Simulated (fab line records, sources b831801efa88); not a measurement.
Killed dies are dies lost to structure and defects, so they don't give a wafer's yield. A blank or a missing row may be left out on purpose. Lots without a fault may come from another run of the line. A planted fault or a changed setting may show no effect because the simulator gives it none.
Problem report in the 8D (eight disciplines) form, filled by code | flow sky130 | the parts of the form that need people (team, actions taken, sign-off) are left out

1. THE PROBLEM
sort_bin_3_pad_short at SKY_PAD_OPEN_PROBE_99 reads a mean of 3.0 % on 2 wafers of 1 lot; wafers without a fault read 0.9 % with a standard deviation of 0.4. That is +5.1 standard deviations from the usual mean.
First seen on wafer L363.4, day 49 22:26, on prober-01. The record holds 15 wafers of 5 lots with a number at this step. Rule for "out", or "out of limits": more than 4 standard deviations from the usual mean. The other wafers with a number count as sound.

2. WHAT IT IS AND WHAT IT IS NOT
question                    | is                                       | is not
which readings at this step | sort_bin_3_pad_short, killed_at_M0_to_M3 | killed_at_M4_up, killed_at_contacts, killed_at_other, killed_open, sort_bin_6_memory
which lots                  | L363                                     | L347, L351, L353, L367
which wafers of those lots  | L363.4, L363.5                           | L363.1
read on which tools         | prober-01                                | prober-02
when                        | from day 49 22:26                        | up to then (10 sound wafers); but 3 sound wafers of L367 came after

3. SUSPECTS, AND WHAT RULES EACH OUT
Counting: a tool at a process step up to the reading stays a suspect if it ran every lot that is out. Sound lots after the first of them don't rule it out here, since some wafers of a struck lot are sound.
- pvd_sputter-02 at SKY_VIA2_SPUTTER_20 (material TiN, target thk 20 nm, time 80 s): kept. It ran the lot that is out, L363 (day 41 14:22); its last sound lot up to then is L351 (day 38 13:25).
- pvd_sputter-02 at SKY_METAL3_SPUTTER_00 (material Ti, target thk 15 nm, time 10 s): kept. It ran the lot that is out, L363 (day 41 15:04); its last sound lot up to then is L353 (day 38 22:41).
- pvd_sputter-02 at SKY_METAL3_SPUTTER_02 (material AlCu, target thk 735 nm, time 39.1 s): kept. It ran the lot that is out, L363 (day 41 15:07); its last sound lot up to then is L353 (day 38 22:44).
- pvd_sputter-02 at SKY_METAL3_SPUTTER_03 (material Ti, target thk 5 nm, time 3.3 s): kept. It ran the lot that is out, L363 (day 41 15:10); its last sound lot up to then is L353 (day 38 22:47).
- pecvd-04 at SKY_CAPM_CVD_00 (deposits SiO2, target thk 15.5 nm): kept. It ran the lot that is out, L363 (day 41 15:13); its last sound lot up to then is L351 (day 38 14:15).
- rie_metal-03 at SKY_CAPM_METAL_ETCH_13 (etches TiN in Cl2/BCl3, stops on SiO2, target depth 220 nm, time 62.9 s): kept. It ran the lot that is out, L363 (day 42 14:47); its last sound lot up to then is L347 (day 37 19:56).
- prober-01 at SKY_PAD_OPEN_PROBE_99: kept. It ran the lot that is out, L363 (day 49 22:17); its last sound lot up to then is L353 (day 47 21:07). Its own readings are out on those wafers: killed_at_M0_to_M3, sort_bin_3_pad_short.
- Within pecvd-04 at SKY_CAPM_CVD_00: the wafers that are out ran in chambers 0, 1; their sound lot-mates ran in chamber 2.
Left after counting: pvd_sputter-02 at SKY_VIA2_SPUTTER_20, pvd_sputter-02 at SKY_METAL3_SPUTTER_00, pvd_sputter-02 at SKY_METAL3_SPUTTER_02, pvd_sputter-02 at SKY_METAL3_SPUTTER_03, pecvd-04 at SKY_CAPM_CVD_00, rie_metal-03 at SKY_CAPM_METAL_ETCH_13, prober-01 at SKY_PAD_OPEN_PROBE_99.

4. THE CAUSE (what the simulator had put in)
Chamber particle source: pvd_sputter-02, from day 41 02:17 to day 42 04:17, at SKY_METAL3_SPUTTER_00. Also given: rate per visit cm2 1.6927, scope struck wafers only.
Counting left 7 suspects, and this tool is among them.

5. THE CHAIN OF EFFECTS, in route order
Each row: a reading whose mean over the struck wafers that have a number lies more than 3 standard deviations from the usual. Only readings for which the record gives a usual standard deviation are gone through. hours: the time from each lot's start at the first step in this table that gives one to its start at this step, as a median over the lots. sigmas: the change in usual standard deviations.
hours | step                  | reading              | usual | on struck wafers | change | sigmas
0     | SKY_PAD_OPEN_PROBE_99 | killed_at_M0_to_M3   | 44    | 78               | +34    | +4.7
0     | SKY_PAD_OPEN_PROBE_99 | sort_bin_3_pad_short | 0.9 % | 3.0              | +2.1   | +5.1
The process steps in it:
- SKY_PAD_OPEN_PROBE_99

6. WHAT WOULD HAVE CAUGHT IT SOONER
In this record the first reading out of limits was taken at day 49 22:26, 212 hours after the fault began at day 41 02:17.
Of the tool readings at SKY_METAL3_SPUTTER_00 for which the record gives a usual standard deviation, none was out on any struck wafer, so an alarm limit of 4 standard deviations on them would not have fired.
All the lots that are out (1) had begun SKY_METAL3_SPUTTER_00 on pvd_sputter-02 by day 49 22:26. A hold on the tool at that time would have spared none of them.
